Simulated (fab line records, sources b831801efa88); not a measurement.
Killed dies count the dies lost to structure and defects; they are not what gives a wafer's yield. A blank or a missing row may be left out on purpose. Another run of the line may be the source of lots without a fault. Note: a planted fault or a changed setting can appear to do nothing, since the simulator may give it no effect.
Which tool is to blame? -- flow gf180mcu -- Sampling: 13 lots, 39 wafers, 3 of 602 route steps

WHAT THE GAUGES READ, wafer by wafer
GF_CONTACT_THK_MEAS_01. Usual: CONTACT_CVD_00_THK typically reads 299.7 nm, with standard deviation 2.5.
lot,measured,on,CONTACT_CVD_00_THK (nm),flag
L878,day 15 03:35,filmMetro-02,298.9 301.3 302.2,
L879,day 15 08:26,filmMetro-04,299.9 296.9 301.6,
L882,day 16 11:44,filmMetro-04,296.1 301.8 298.8,
L886,day 18 04:48,filmMetro-04,297.3 296.8 299.0,
L887,day 18 09:17,filmMetro-04,300.8 296.6 299.2,
L889,day 19 07:56,filmMetro-04,301.0 298.6 302.4,
L891,day 19 19:52,filmMetro-02,296.8 303.9 298.9,
L893,day 20 14:11,filmMetro-04,301.8 302.2 303.2,
L894,day 20 20:17,filmMetro-04,298.1 300.6 297.8,
L898,day 22 09:30,filmMetro-02,298.3 297.5 297.9,
L899,day 22 16:31,filmMetro-04,293.9 299.1 299.3,
L900,day 23 02:46,filmMetro-03,295.9 300.9 301.6,
L901,day 23 04:32,filmMetro-04,297.3 300.5 300.9,

GF_CONTACT_THK_MEAS_03. Usual: CONTACT_CVD_02_THK typically reads 860 nm, with standard deviation 11.
lot,measured,on,CONTACT_CVD_02_THK (nm),flag
L878,day 15 03:43,filmMetro-04,855 868 880,
L879,day 15 08:34,filmMetro-02,853 847 862,
L882,day 16 11:52,filmMetro-04,824 836 851,
L886,day 18 04:56,filmMetro-03,854 868 878,
L887,day 18 09:25,filmMetro-02,844 848 847,
L889,day 19 08:04,filmMetro-03,855 853 862,
L891,day 19 20:02,filmMetro-03,849 856 854,
L893,day 20 14:19,filmMetro-04,853 862 862,
L894,day 20 20:25,filmMetro-02,856 866 868,
L898,day 22 09:38,filmMetro-03,852 865 872,
L899,day 22 16:39,filmMetro-04,879 867 878,
L900,day 23 02:53,filmMetro-04,875 862 878,
L901,day 23 04:40,filmMetro-02,864 863 861,

WHAT TOOL EACH LOT RAN ON (gives the tool, then ch and the chambers of the sampled wafers, and finally the start)
lot,GF_SAB_WET_ETCH_12
L878,"wetBench-02 ch 3, day 15 02:42"
L879,"wetBench-04 ch 0, day 15 07:32"
L882,"wetBench-04 ch 2, day 16 10:51"
L886,"wetBench-02 ch 3, day 18 03:55"
L887,"wetBench-02 ch 0, day 18 08:24"
L889,"wetBench-01 ch 1, day 19 07:02"
L891,"wetBench-01 ch 3, day 19 18:55"
L893,"wetBench-02 ch 2, day 20 13:14"
L894,"wetBench-01 ch 0, day 20 19:14"
L898,"wetBench-02 ch 1, day 22 08:35"
L899,"wetBench-04 ch 0, day 22 15:35"
L900,"wetBench-02 ch 2, day 23 01:52"
L901,"wetBench-04 ch 2, day 23 03:38"
- GF_SAB_WET_ETCH_12: etches SiO2 in dHF, target depth 22 nm, time 440 s.

WHAT THE TOOLS THEMSELVES READ (means of the sampled wafers that have a number; where no wafer has one, the mark that the record gives instead)
GF_SAB_WET_ETCH_12. Usual: runLengthS 469 s, standard deviation 3.9.
lot,tool,runLengthS (s),flag
L878,wetBench-02,465,
L879,wetBench-04,471,
L882,wetBench-04,271,OFF
L886,wetBench-02,465,
L887,wetBench-02,465,
L889,wetBench-01,468,
L891,wetBench-01,474,
L893,wetBench-02,477,
L894,wetBench-01,473,
L898,wetBench-02,466,
L899,wetBench-04,464,
L900,wetBench-02,467,
L901,wetBench-04,466,

THE ANSWER, worked out from the rows above alone
Rule: a lot counts as off when the mean over its wafers that have a number is more than 3 standard deviations away from the usual mean. A lot without any number at a reading at which 4 lots or more have one is off too. Any other lot the step has rows for is counted as sound. First the gauges in route order, then the tools' own readings, where a lot's mean is used as printed above. The first step at which some lot is off is used, and at that step the reading that is off furthest; a lot without a number counts as furthest.
Off, at GF_SAB_WET_ETCH_12 on runLengthS: L882.
A tool fits if, at that step or a process step before it, it ran every lot that is off, and no sound lot after the first of them. Not one of the candidates tried fits.

WHAT HAD BEEN PUT IN BY THE SIMULATOR
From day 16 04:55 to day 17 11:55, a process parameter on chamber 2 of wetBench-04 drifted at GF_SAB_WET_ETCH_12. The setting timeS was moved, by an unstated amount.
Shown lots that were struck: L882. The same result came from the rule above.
